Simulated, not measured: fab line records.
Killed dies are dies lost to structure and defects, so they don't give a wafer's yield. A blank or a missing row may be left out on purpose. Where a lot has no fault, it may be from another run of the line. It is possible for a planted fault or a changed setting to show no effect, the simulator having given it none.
fab line records	flow sky130
record lots=24	wafers=72	last_day=50
route steps=708 shown VIA2@508 CAPM@538 VIA3@587 METAL4@601 CAP2M@615
lots untouched by any fault: they come from a run of this same line in which no faults occurred
start_h: hours from the record's opening day to when the first of the lot's shown wafers began	wait_h: how many hours have passed since the lot's step before this one	" identical to the entry in the row above	L1.1+2: a row that stands for several wafers	- no value, or no start given	* or withheld: withheld	< > ~ a bound
route shown NAME@n: NAME is a module with steps in the file, n the number in the route of the first one	usual: mean/standard deviation of fault-free wafers	same: alike in all rows	chamber/n: place in a boat	sites: per-site readings	_std_site: their standard deviation	_edge_site: mean of outer sites minus mean of inner sites	radius_mm: for every site, how far away it sits from the centre of the wafer	mask NAME#n: copy n	behind: the last tool/chamber to shape the wafer	hold: reason for holding the lot/hours on hold/outcome of the hold	device: transistor that didn't switch, given as n, p or np	end of line: tests of these same wafers at the route's end	a step given without rows: its recipe and nothing more	killed: the dies lost at the first sort to structure and to defects; this is not the yield of the wafer	map: dies across one wafer; x = killed, . = not, _ = none there
set.NAME: the setting that was run; set.NAME@STEP: the one run at that earlier step	model.NAME: the simulator's own value behind a step, which no gauge read
route steps across a sampled set of lots; one table per step, one row per wafer
services: the hour from which a tool's chamber was out of use, counted from the record's first day as start_h (under 0 if before that day), plus the number of hours and why
## steps
# step SKY_VIA2_THK_MEAS_01
# recipe reads=SiO2_of_VIA2_HDPCVD_00
# usual VIA2_HDPCVD_THK=1176/11
lot.wafer	tool	chamber	start_h	wait_h	VIA2_HDPCVD_THK[nm]
L076.4	film_metro-01	-	841.03	0.0	1168
L076.5	"	-	"	"	1188
L076.6	"	-	"	"	1172
L075.1	film_metro-02	-	842.04	0.1	1184
L075.5	"	-	"	"	1177
L075.6	"	-	"	"	1188
L074.2	film_metro-02	-	842.85	0.1	1178
L074.3	"	-	"	"	1167
L074.4	"	-	"	"	1172
L077.3	film_metro-02	-	843.75	0.1	1178
L077.5	"	-	"	"	1184
L077.6	"	-	"	"	1185
L078.1	film_metro-02	-	851.79	0.1	1191
L078.2	"	-	"	"	1194
L078.3	"	-	"	"	1183
L079.1	film_metro-02	-	861.69	0.1	1170
L079.3	"	-	"	"	1178
L079.6	"	-	"	"	1189
L080.3	film_metro-02	-	868.13	0.1	1173
L080.4	"	-	"	"	1188
L080.6	"	-	"	"	1174
L081.1	film_metro-03	-	878.01	0.1	1167
L081.3	"	-	"	"	1170
L081.6	"	-	"	"	1168
L082.1	film_metro-02	-	887.32	0.1	1173
L082.4	"	-	"	"	1189
L082.5	"	-	"	"	1162
L083.4	film_metro-01	-	893.34	0.0	1173
L083.5	"	-	"	"	1173
L083.6	"	-	"	"	1172
L084.3	film_metro-03	-	900.91	0.1	1159
L084.4	"	-	"	"	1170
L084.5	"	-	"	"	1158
L085.2	film_metro-01	-	902.34	0.1	1175
L085.4	"	-	"	"	1182
L085.6	"	-	"	"	1173
L086.2	film_metro-03	-	913.18	0.1	1174
L086.3	"	-	"	"	1171
L086.6	"	-	"	"	1173
L087.2	film_metro-01	-	922.52	0.1	1174
L087.3	"	-	"	"	1166
L087.5	"	-	"	"	1168
L088.4	film_metro-01	-	929.95	0.0	1160
L088.5	"	-	"	"	1158
L088.6	"	-	"	"	1175
L089.1	film_metro-03	-	934.10	0.1	1174
L089.3	"	-	"	"	1189
L089.4	"	-	"	"	1174
L090.1	film_metro-01	-	936.54	0.1	1162
L090.2	"	-	"	"	1174
L090.5	"	-	"	"	1169
L093.1	film_metro-02	-	976.65	0.1	1167
L093.3	"	-	"	"	1176
L093.5	"	-	"	"	1149
L094.2	film_metro-03	-	979.63	0.1	1162
L094.4	"	-	"	"	1164
L094.6	"	-	"	"	1182
L091.1	film_metro-01	-	980.57	0.1	1182
L091.2	"	-	"	"	1178
L091.3	"	-	"	"	1197
L095.2	film_metro-02	-	982.74	0.1	1195
L095.4	"	-	"	"	1196
L095.6	"	-	"	"	1180
L092.2	film_metro-03	-	983.32	0.1	1171
L092.3	"	-	"	"	1162
L092.5	"	-	"	"	1170
L096.1	film_metro-02	-	984.61	0.1	1164
L096.4	"	-	"	"	1183
L096.5	"	-	"	"	1168
L097.1	film_metro-01	-	990.68	0.1	1194
L097.2	"	-	"	"	1190
L097.4	"	-	"	"	1189
# step SKY_VIA2_THK_MEAS_23
# recipe thk_meas_gauge=xrf	reads=W_of_VIA2_CVD_21
# usual VIA2_W_THK=436/8.8
lot.wafer	tool	chamber	start_h	wait_h	VIA2_W_THK[nm]
L076.4	film_metro-03	-	868.33	0.1	436
L076.5	"	-	"	"	445
L076.6	"	-	"	"	437
L075.1	film_metro-02	-	869.42	0.1	432
L075.5	"	-	"	"	435
L075.6	"	-	"	"	448
L074.2	film_metro-02	-	870.17	0.1	453
L074.3	"	-	"	"	449
L074.4	"	-	"	"	438
L077.3	film_metro-01	-	870.49	0.1	426
L077.5	"	-	"	"	430
L077.6	"	-	"	"	426
L078.1	film_metro-03	-	879.32	0.1	436
L078.2	"	-	"	"	429
L078.3	"	-	"	"	431
L079.1	film_metro-03	-	887.91	0.1	442
L079.3	"	-	"	"	445
L079.6	"	-	"	"	444
L080.3	film_metro-02	-	895.28	0.1	426
L080.4	"	-	"	"	437
L080.6	"	-	"	"	432
L081.1	film_metro-03	-	903.99	0.1	449
L081.3	"	-	"	"	426
L081.6	"	-	"	"	440
L082.1	film_metro-02	-	914.21	0.1	455
L082.4	"	-	"	"	440
L082.5	"	-	"	"	438
L083.4	film_metro-03	-	919.63	0.1	443
L083.5	"	-	"	"	447
L083.6	"	-	"	"	429
L084.3	film_metro-02	-	927.42	0.1	434
L084.4	"	-	"	"	454
L084.5	"	-	"	"	433
L085.2	film_metro-01	-	928.69	0.1	431
L085.4	"	-	"	"	427
L085.6	"	-	"	"	436
L086.2	film_metro-03	-	939.80	0.1	431
L086.3	"	-	"	"	433
L086.6	"	-	"	"	417
L087.2	film_metro-01	-	948.39	0.1	446
L087.3	"	-	"	"	439
L087.5	"	-	"	"	441
L088.4	film_metro-03	-	955.82	0.1	430
L088.5	"	-	"	"	429
L088.6	"	-	"	"	427
L089.1	film_metro-01	-	960.22	0.1	430
L089.3	"	-	"	"	426
L089.4	"	-	"	"	437
L090.1	film_metro-03	-	962.13	0.1	430
L090.2	"	-	"	"	440
L090.5	"	-	"	"	428
L093.1	film_metro-03	-	1002.78	0.1	424
L093.3	"	-	"	"	429
L093.5	"	-	"	"	431
L094.2	film_metro-03	-	1005.55	0.1	440
L094.4	"	-	"	"	430
L094.6	"	-	"	"	440
L091.1	film_metro-02	-	1006.59	0.1	454
L091.2	"	-	"	"	455
L091.3	"	-	"	"	442
L095.2	film_metro-01	-	1008.32	0.1	448
L095.4	"	-	"	"	434
L095.6	"	-	"	"	434
L092.2	film_metro-03	-	1009.83	0.1	444
L092.3	"	-	"	"	436
L092.5	"	-	"	"	433
L096.1	film_metro-03	-	1010.54	0.1	420
L096.4	"	-	"	"	427
L096.5	"	-	"	"	419
L097.1	film_metro-01	-	1015.92	0.1	436
L097.2	"	-	"	"	442
L097.4	"	-	"	"	450
# step SKY_CAPM_THK_MEAS_01
# recipe reads=SiO2_of_CAPM_CVD_00
# usual CAPM_CVD_00_THK=15.51/0.26
lot.wafer	tool	chamber	start_h	wait_h	CAPM_CVD_00_THK[nm]
L076.4	film_metro-03	-	868.87	-	15.48
L076.5	"	-	"	"	15.39
L076.6	"	-	"	"	15.79
L075.1	film_metro-01	-	869.95	-	15.51
L075.5	"	-	"	"	15.51
L075.6	"	-	"	"	15.76
L074.2	film_metro-03	-	870.70	-	15.39
L074.3	"	-	"	"	15.61
L074.4	"	-	"	"	15.78
L077.3	film_metro-03	-	871.02	-	15.29
L077.5	"	-	"	"	15.60
L077.6	"	-	"	"	15.81
L078.1	film_metro-01	-	879.85	-	15.88
L078.2	"	-	"	"	15.18
L078.3	"	-	"	"	15.31
L079.1	film_metro-03	-	888.60	-	14.95
L079.3	"	-	"	"	15.45
L079.6	"	-	"	"	15.27
L080.3	film_metro-01	-	895.82	-	15.74
L080.4	"	-	"	"	15.75
L080.6	"	-	"	"	15.82
L081.1	film_metro-03	-	904.55	-	15.65
L081.3	"	-	"	"	15.10
L081.6	"	-	"	"	15.94
L082.1	film_metro-01	-	914.75	-	15.81
L082.4	"	-	"	"	15.29
L082.5	"	-	"	"	16.14
L083.4	film_metro-01	-	920.17	-	15.44
L083.5	"	-	"	"	15.81
L083.6	"	-	"	"	15.33
L084.3	film_metro-03	-	927.97	-	15.53
L084.4	"	-	"	"	15.24
L084.5	"	-	"	"	15.23
L085.2	film_metro-04	-	929.23	-	15.35
L085.4	"	-	"	"	15.54
L085.6	"	-	"	"	15.30
L086.2	film_metro-01	-	940.34	-	15.36
L086.3	"	-	"	"	15.80
L086.6	"	-	"	"	15.65
L087.2	film_metro-01	-	948.93	-	15.73
L087.3	"	-	"	"	15.60
L087.5	"	-	"	"	15.85
L088.4	film_metro-01	-	956.35	-	15.79
L088.5	"	-	"	"	15.52
L088.6	"	-	"	"	15.90
L089.1	film_metro-01	-	960.75	-	15.74
L089.3	"	-	"	"	15.52
L089.4	"	-	"	"	15.79
L090.1	film_metro-04	-	962.67	-	15.21
L090.2	"	-	"	"	15.35
L090.5	"	-	"	"	15.23
L093.1	film_metro-01	-	1003.31	-	14.93
L093.3	"	-	"	"	15.40
L093.5	"	-	"	"	15.91
L094.2	film_metro-01	-	1006.09	-	15.31
L094.4	"	-	"	"	15.57
L094.6	"	-	"	"	15.83
L091.1	film_metro-01	-	1007.13	-	15.70
L091.2	"	-	"	"	15.28
L091.3	"	-	"	"	15.89
L095.2	film_metro-03	-	1008.90	-	15.57
L095.4	"	-	"	"	15.52
L095.6	"	-	"	"	15.46
L092.2	film_metro-04	-	1010.44	-	15.55
L092.3	"	-	"	"	14.77
L092.5	"	-	"	"	15.45
L096.1	film_metro-03	-	1011.12	-	15.36
L096.4	"	-	"	"	15.71
L096.5	"	-	"	"	15.30
L097.1	film_metro-03	-	1016.46	-	15.44
L097.2	"	-	"	"	15.33
L097.4	"	-	"	"	15.32
# step SKY_VIA3_ETCH_14
# recipe chemistry=N2/H2	target=BARC	ion_energy_ev=200	source_w=500	bias_w=100	pressure_mtorr=30	n2_flow_sccm=100	h2_flow_sccm=200	stop_on=SiO2	time_s=45.9	target_depth_a=600
# usual drypump_motor_current_A=5.8/0.46	h2_flow_sccm=200.0/0.62	oes_product_au=0.855/0.0046	throttle_valve_pct=13.224/0.0081
lot.wafer	tool	chamber	start_h	wait_h	drypump_motor_current_A	h2_flow_sccm	oes_product_au	rf_hours_counter_h	throttle_valve_pct
L076.4	rie_diel-03	2	946.89	0.0	5.7	199.7	0.859	8	13.206
L076.5	"	1	"	"	6.5	200.2	0.857	-	13.228
L076.6	"	2	"	"	5.7	199.9	0.850	-	13.212
L075.1	rie_diel-04	3	947.60	0.0	6.3	199.6	0.861	28	13.218
L075.5	"	1	"	"	5.8	199.7	0.852	-	13.241
L075.6	"	2	"	"	5.6	199.9	0.860	-	13.226
L074.2	rie_diel-01	0	948.34	0.0	6.2	200.4	0.861	2	13.209
L074.3	"	1	"	"	5.6	199.3	0.858	11	13.222
L074.4	"	2	"	"	5.0	199.7	0.855	21	13.229
L077.3	rie_diel-03	0	949.28	0.0	6.4	201.1	0.853	4	13.214
L077.5	"	2	"	"	5.7	199.3	0.853	-	13.232
L077.6	"	3	"	"	5.9	199.6	0.855	-	13.226
L078.1	rie_diel-03	2	957.20	0.0	5.7	199.6	0.856	8	13.218
L078.2	"	1	"	"	6.5	200.1	0.860	8	13.233
L078.3	"	3	"	"	5.9	199.2	0.854	14	13.214
L079.1	rie_diel-01	3	966.23	0.0	5.4	200.6	0.859	18	13.230
L079.3	"	2	"	"	5.0	199.6	0.852	21	13.214
L079.6	"	1	"	"	5.6	200.0	0.863	-	13.228
L080.3	rie_diel-04	0	972.58	0.0	5.1	199.7	0.857	20	13.225
L080.4	"	3	"	"	6.3	199.4	0.861	29	13.224
L080.6	"	3	"	"	6.3	200.1	0.861	-	13.215
L081.1	rie_diel-04	1	981.78	0.0	5.8	199.7	0.855	19	13.217
L081.3	"	0	"	"	5.1	199.4	0.864	20	13.236
L081.6	"	2	"	"	5.6	199.0	0.847	-	13.217
L082.1	rie_diel-01	2	990.54	0.0	5.0	200.3	0.857	22	13.244
L082.4	"	3	"	"	5.4	201.2	0.851	18	13.227
L082.5	"	3	"	"	5.4	200.8	0.861	-	13.240
L083.4	rie_diel-03	0	996.75	0.0	6.4	200.5	0.866	5	13.215
L083.5	"	3	"	"	5.9	199.7	0.852	-	13.217
L083.6	"	2	"	"	5.7	200.4	0.855	-	13.213
L084.3	rie_diel-03	1	1003.90	0.0	6.5	200.7	0.845	10	13.231
L084.4	"	2	"	"	5.7	200.8	0.844	10	13.226
L084.5	"	0	"	"	6.4	200.6	0.855	-	13.239
L085.2	rie_diel-01	3	1004.19	0.0	5.4	200.0	0.858	19	13.226
L085.4	"	0	"	"	6.2	198.7	0.854	3	13.230
L085.6	"	1	"	"	5.6	200.9	0.863	-	13.221
L086.2	rie_diel-03	0	1015.19	0.0	6.4	199.8	0.855	6	13.229
L086.3	"	1	"	"	6.5	200.2	0.851	10	13.224
L086.6	"	2	"	"	5.7	199.9	0.855	-	13.237
L087.2	rie_diel-03	2	1023.14	0.0	5.7	199.5	0.855	11	13.229
L087.3	"	3	"	"	5.9	201.6	0.847	16	13.223
L087.5	"	3	"	"	5.9	200.4	0.855	-	13.223
L088.4	rie_diel-04	0	1030.48	0.0	5.1	200.3	0.859	21	13.229
L088.5	"	0	"	"	5.1	200.1	0.855	-	13.227
L088.6	"	3	"	"	6.3	199.9	0.856	-	13.233
L089.1	rie_diel-03	0	1033.99	0.0	6.4	199.6	0.853	7	13.218
L089.3	"	1	"	"	6.5	201.4	0.855	11	13.220
L089.4	"	3	"	"	5.9	199.1	0.850	16	13.234
L090.1	rie_diel-01	0	1036.74	0.0	6.2	200.0	0.851	5	13.219
L090.2	"	1	"	"	5.6	200.0	0.857	14	13.231
L090.5	"	2	"	"	5.0	200.6	0.859	-	13.233
L093.1	rie_diel-01	1	1071.70	0.0	5.6	199.8	0.856	15	13.214
L093.3	"	2	"	"	5.0	199.7	0.856	25	13.222
L093.5	"	3	"	"	5.4	200.9	0.857	-	13.220
L094.2	rie_diel-04	2	1073.83	0.0	5.6	200.1	0.853	11	13.233
L094.4	"	0	"	"	5.1	199.2	0.853	23	13.228
L094.6	"	1	"	"	5.8	200.3	0.856	-	13.221
L091.1	rie_diel-01	1	1073.95	0.0	5.6	199.3	0.858	15	13.218
L091.2	"	0	"	"	6.2	200.0	0.855	6	13.215
L091.3	"	2	"	"	5.0	201.0	0.850	25	13.223
L095.2	rie_diel-04	1	1075.64	0.0	5.8	198.5	0.863	21	13.221
L095.4	"	3	"	"	6.3	199.7	0.854	3	13.221
L095.6	"	0	"	"	5.1	200.9	0.857	-	13.225
L092.2	rie_diel-01	1	1077.00	0.0	5.6	199.6	0.859	15	13.212
L092.3	"	0	"	"	6.2	199.6	0.857	6	13.231
L092.5	"	0	"	"	6.2	200.9	0.853	-	13.233
L096.1	rie_diel-03	1	1078.13	0.0	6.4	199.4	0.855	13	13.230
L096.4	"	2	"	"	5.7	198.4	0.858	13	13.226
L096.5	"	2	"	"	5.7	199.5	0.850	-	13.238
L097.1	rie_diel-01	1	1081.78	0.0	5.6	199.0	0.853	15	13.229
L097.2	"	0	"	"	6.2	199.9	0.851	6	13.200
L097.4	"	3	"	"	5.4	200.0	0.850	21	13.217
# step SKY_METAL4_SPUTTER_03
# recipe material=Ti	target_thk_nm=5	power_w=3000	time_s=3.3	chamber_pressure_pa=0.4
# usual cathode_dc_power_W=3000.0/0.57	throttle_valve_pct=30.8/1.2
lot.wafer	tool	chamber	start_h	wait_h	cathode_dc_power_W	throttle_valve_pct
L076.4	pvd_sputter-02	-	948.33	0.0	3000.2	30.4
L076.5	"	-	"	"	2999.9	30.6
L076.6	"	-	"	"	2999.5	31.1
L075.1	pvd_sputter-02	-	949.09	0.0	3001.1	30.7
L075.5	"	-	"	"	3000.6	30.4
L075.6	"	-	"	"	2999.2	30.2
L074.2	pvd_sputter-03	-	950.05	0.0	3000.4	30.0
L074.3	"	-	"	"	2999.7	30.3
L074.4	"	-	"	"	2999.6	30.4
L077.3	pvd_sputter-03	-	950.73	0.0	2999.2	29.8
L077.5	"	-	"	"	2999.8	29.8
L077.6	"	-	"	"	3000.1	29.8
L078.1	pvd_sputter-01	-	958.66	0.0	3000.3	29.4
L078.2	"	-	"	"	3000.2	33.1
L078.3	"	-	"	"	3000.2	33.1
L079.1	pvd_sputter-03	-	967.69	0.0	3000.1	29.7
L079.3	"	-	"	"	3000.6	30.0
L079.6	"	-	"	"	3000.5	30.1
L080.3	pvd_sputter-02	-	974.53	0.0	3000.7	30.4
L080.4	"	-	"	"	2999.5	31.2
L080.6	"	-	"	"	3001.1	30.3
L081.1	pvd_sputter-01	-	983.22	0.0	3000.0	33.2
L081.3	"	-	"	"	3000.0	33.1
L081.6	"	-	"	"	2999.9	33.1
L082.1	pvd_sputter-03	-	992.02	0.0	2999.6	29.6
L082.4	"	-	"	"	3000.4	30.0
L082.5	"	-	"	"	2999.5	30.1
L083.4	pvd_sputter-01	-	998.25	0.0	3000.0	33.1
L083.5	"	-	"	"	2999.7	33.1
L083.6	"	-	"	"	2999.9	31.5
L084.3	pvd_sputter-02	-	1005.35	0.0	3000.3	30.2
L084.4	"	-	"	"	2999.0	30.8
L084.5	"	-	"	"	2999.2	31.1
L085.2	pvd_sputter-03	-	1005.63	0.0	2999.9	29.8
L085.4	"	-	"	"	3000.8	30.4
L085.6	"	-	"	"	2999.9	30.0
L086.2	pvd_sputter-01	-	1016.67	0.0	3000.2	31.4
L086.3	"	-	"	"	2999.9	29.7
L086.6	"	-	"	"	3000.4	33.1
L087.2	pvd_sputter-02	-	1024.58	0.0	3000.3	31.2
L087.3	"	-	"	"	3000.9	30.1
L087.5	"	-	"	"	3001.3	31.2
L088.4	pvd_sputter-01	-	1031.93	0.0	3000.2	32.8
L088.5	"	-	"	"	2999.5	29.6
L088.6	"	-	"	"	2999.7	33.0
L089.1	pvd_sputter-03	-	1035.71	0.0	2999.4	29.6
L089.3	"	-	"	"	3000.2	29.9
L089.4	"	-	"	"	3000.0	30.0
L090.1	pvd_sputter-02	-	1045.25	0.0	3000.9	30.4
L090.2	"	-	"	"	2999.9	31.1
L090.5	"	-	"	"	3000.0	30.2
L093.1	pvd_sputter-02	-	1073.15	0.0	2999.8	30.4
L093.3	"	-	"	"	3000.7	30.2
L093.5	"	-	"	"	3000.8	30.4
L094.2	pvd_sputter-01	-	1075.53	0.0	2999.6	31.4
L094.4	"	-	"	"	3000.3	29.5
L094.6	"	-	"	"	2999.7	33.3
L091.1	pvd_sputter-02	-	1075.61	0.0	2999.9	30.3
L091.2	"	-	"	"	2999.7	30.3
L091.3	"	-	"	"	2999.4	30.4
L095.2	pvd_sputter-02	-	1077.11	0.0	2999.3	31.3
L095.4	"	-	"	"	3000.2	30.6
L095.6	"	-	"	"	2999.8	31.1
L092.2	pvd_sputter-01	-	1078.45	0.0	3000.3	31.5
L092.3	"	-	"	"	2999.1	29.3
L092.5	"	-	"	"	2999.5	29.2
L096.1	pvd_sputter-01	-	1079.58	0.0	3000.4	31.6
L096.4	"	-	"	"	3000.0	33.0
L096.5	"	-	"	"	3000.0	33.2
L097.1	pvd_sputter-03	-	1083.23	0.0	3000.0	30.3
L097.2	"	-	"	"	2999.3	30.1
L097.4	"	-	"	"	2999.8	30.6
# step SKY_CAP2M_OVL_MEAS_12
# usual CAP2M_OVL=-0.9/1.4
lot.wafer	tool	chamber	start_h	wait_h	CAP2M_OVL[nm]
L076.4	overlay-01	-	972.38	0.1	-2.9
L076.5	"	-	"	"	-0.8
L076.6	"	-	"	"	-2.5
L075.1	overlay-02	-	973.85	0.1	-2.3
L075.5	"	-	"	"	-0.2
L075.6	"	-	"	"	-1.7
L074.2	overlay-01	-	974.52	0.1	-0.4
L074.3	"	-	"	"	-2.3
L074.4	"	-	"	"	-1.8
L077.3	overlay-01	-	975.19	0.1	-4.0
L077.5	"	-	"	"	-1.7
L077.6	"	-	"	"	-2.3
L078.1	overlay-02	-	982.97	0.1	-2.6
L078.2	"	-	"	"	-1.9
L078.3	"	-	"	"	-3.1
L079.1	overlay-01	-	992.05	0.1	1.0
L079.3	"	-	"	"	1.4
L079.6	"	-	"	"	0.1
L080.3	overlay-02	-	999.29	0.1	-1.3
L080.4	"	-	"	"	-1.9
L080.6	"	-	"	"	-0.1
L081.1	overlay-02	-	1007.82	0.1	-2.3
L081.3	"	-	"	"	-1.9
L081.6	"	-	"	"	-2.3
L082.1	overlay-02	-	1016.13	0.1	0.9
L082.4	"	-	"	"	-1.8
L082.5	"	-	"	"	0.6
L083.4	overlay-02	-	1022.00	0.1	-3.3
L083.5	"	-	"	"	-1.5
L083.6	"	-	"	"	-0.7
L084.3	overlay-01	-	1027.96	0.1	-0.2
L084.4	"	-	"	"	0.8
L084.5	"	-	"	"	2.2
L085.2	overlay-02	-	1028.57	0.1	-2.6
L085.4	"	-	"	"	-1.0
L085.6	"	-	"	"	-0.4
L086.2	overlay-02	-	1038.00	0.1	-0.5
L086.3	"	-	"	"	-1.9
L086.6	"	-	"	"	-2.9
L087.2	overlay-02	-	1046.84	0.1	-0.5
L087.3	"	-	"	"	-1.9
L087.5	"	-	"	"	-2.7
L088.4	overlay-01	-	1051.26	0.1	-2.3
L088.5	"	-	"	"	0.0
L088.6	"	-	"	"	0.9
L089.1	overlay-02	-	1056.57	0.1	-1.7
L089.3	"	-	"	"	-1.6
L089.4	"	-	"	"	-3.3
L090.1	overlay-02	-	1066.13	0.1	0.1
L090.2	"	-	"	"	-3.1
L090.5	"	-	"	"	0.6
L093.1	overlay-01	-	1094.53	0.1	-0.8
L093.3	"	-	"	"	-0.4
L093.5	"	-	"	"	0.6
L094.2	overlay-02	-	1096.72	0.1	-0.4
L094.4	"	-	"	"	-0.8
L094.6	"	-	"	"	1.4
L091.1	overlay-02	-	1097.02	0.1	0.3
L091.2	"	-	"	"	-1.0
L091.3	"	-	"	"	-1.0
L095.2	overlay-02	-	1098.42	0.1	-1.0
L095.4	"	-	"	"	0.6
L095.6	"	-	"	"	-0.6
L092.2	overlay-02	-	1099.54	0.1	0.1
L092.3	"	-	"	"	-1.2
L092.5	"	-	"	"	-1.1
L096.1	overlay-01	-	1100.45	0.1	0.4
L096.4	"	-	"	"	-1.2
L096.5	"	-	"	"	0.2
L097.1	overlay-01	-	1103.62	0.1	2.5
L097.2	"	-	"	"	1.7
L097.4	"	-	"	"	1.0
## services
tool	chamber	start_h	hours	kind
rie_diel-04	1	927.04	7.9	repair
rie_diel-04	-	927.95	0.4	repair
pvd_sputter-03	-	929.87	11.8	repair
rie_diel-04	0	947.16	8.5	repair
pvd_sputter-03	0	950.79	-	consumable_replace:kit
pvd_sputter-03	0	950.79	18.0	scheduled_down
pvd_sputter-03	0	950.79	18.0	vent_cycle
pvd_sputter-02	-	956.01	14.5	repair
rie_diel-04	1	960.67	2.2	repair
pvd_sputter-02	-	963.60	5.1	repair
pvd_sputter-03	-	988.25	3.6	repair
pvd_sputter-02	-	989.07	8.4	repair
rie_diel-04	-	991.23	14.6	pm
pvd_sputter-02	0	1016.43	-	consumable_replace:kit
pvd_sputter-02	0	1016.43	18.0	scheduled_down
pvd_sputter-02	0	1016.43	18.0	vent_cycle
pvd_sputter-01	1	1028.75	-	consumable_replace:kit
pvd_sputter-01	1	1028.75	18.0	scheduled_down
pvd_sputter-01	1	1028.75	18.0	vent_cycle
pvd_sputter-01	-	1043.03	21.2	repair
rie_diel-03	0	1053.80	6.8	repair
pvd_sputter-02	-	1067.07	2.8	repair
pvd_sputter-03	-	1074.06	7.4	repair
pvd_sputter-03	-	1080.23	2.0	repair
## key
fault none
